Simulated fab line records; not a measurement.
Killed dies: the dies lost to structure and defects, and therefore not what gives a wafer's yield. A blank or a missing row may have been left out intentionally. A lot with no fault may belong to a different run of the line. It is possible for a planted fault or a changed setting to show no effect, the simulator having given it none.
A single fault, viewed from 2 desks || flow gf180mcu || only its own numbers are on each desk; what lay behind them is given at the end

THE METROLOGY DESK
What the gauges read, lot by lot, whatever tool the lot ran on: means of the sampled wafers that have a number. A lot is out of limits, marked OUT, if its mean lies more than 4 standard deviations from the usual mean; the brackets give that distance.
Columns: A = M2_ALCU_THK at GF_M2_THK_MEAS_06, usual 445 nm; B = V2_W_RS at GF_V2_RS_MEAS_24, usual 0.327 ohm/sq; C = V2_W_THK at GF_V2_THK_MEAS_25, usual 357 nm
{"lot": "L485", "first seen here": "day 17 18:40", "A": 446, "B": 0.327, "C": 358}
{"lot": "L489", "first seen here": "day 20 04:03", "A": 441, "B": 0.326, "C": 357}
{"lot": "L495", "first seen here": "day 22 09:01", "A": 446, "B": 0.322, "C": 364}
{"lot": "L496", "first seen here": "day 22 14:44", "A": 434, "B": 0.324, "C": 361}
{"lot": "L497", "first seen here": "day 22 16:16", "A": 448, "B": 0.321, "C": 363}
{"lot": "L501", "first seen here": "day 24 05:49", "A": 437, "B": 0.322, "C": 360}
{"lot": "L502", "first seen here": "day 24 10:29", "A": 443, "B": 0.328, "C": 351}
{"lot": "L505", "first seen here": "day 25 10:35", "A": 454, "B": 0.331, "C": 356}
{"lot": "L506", "first seen here": "day 25 14:54", "A": 437, "B": 0.332, "C": 348}
{"lot": "L507", "first seen here": "day 25 22:13", "A": 442, "B": 0.334, "C": 355}
{"lot": "L508", "first seen here": "day 26 07:23", "A": 460, "B": 0.325, "C": 363}
Result from this desk: across the 11 lots, nothing is out of limits.

DESK OF THE TOOL OWNER: cvd_w-01
The tool's own readings at GF_V2_CVD_23 (deposits W, target thk 350 nm, time 104.94 s): means of the sampled wafers that have a number, for each lot that ran on this tool. A lot is out of limits, marked OUT, if its mean lies more than 4 standard deviations from the usual mean; the brackets give that distance.
Columns: A = heater_power_w at GF_V2_CVD_23, usual 796 W; B = susceptor_temp_C at GF_V2_CVD_23, usual 400.02 C
{"lot": "L495", "first seen here": "day 24 08:14", "A": 795, "B": 400.32}
{"lot": "L496", "first seen here": "day 24 14:16", "A": 776, "B": 399.97}
{"lot": "L497", "first seen here": "day 24 15:13", "A": 766, "B": 400.27}
{"lot": "L501", "first seen here": "day 26 03:31", "A": 784, "B": 400.22}
{"lot": "L502", "first seen here": "day 26 07:16", "A": 795, "B": 400.07}
{"lot": "L505", "first seen here": "day 27 05:19", "A": 792, "B": 400.35}
{"lot": "L506", "first seen here": "day 27 09:56", "A": 775, "B": 399.06}
{"lot": "L507", "first seen here": "day 27 16:38", "A": 775, "B": "398.87 (-4.6) OUT"}
This desk finds L507 out of limits, L507 being first, at day 27 16:38 (susceptor_temp_C at GF_V2_CVD_23). L495, L496, L497, L501, L502, L505, L506 stayed within limits.

PUT TOGETHER
The tool owner's desk could have raised an alarm at day 27 16:38, on L507.
Nothing out of limits was seen by the metrology desk.
The metrology desk has L507 on record, within its limits.
Every lot named ran GF_V2_CVD_23 on cvd_w-01.

WHAT THE SIMULATOR HAD PUT IN
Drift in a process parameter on cvd_w-01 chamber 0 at GF_V2_CVD_23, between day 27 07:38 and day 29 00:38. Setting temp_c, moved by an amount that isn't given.
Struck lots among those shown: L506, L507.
Hours from the fault's start to each desk's first reading out of limits: the tool owner's desk, 9.
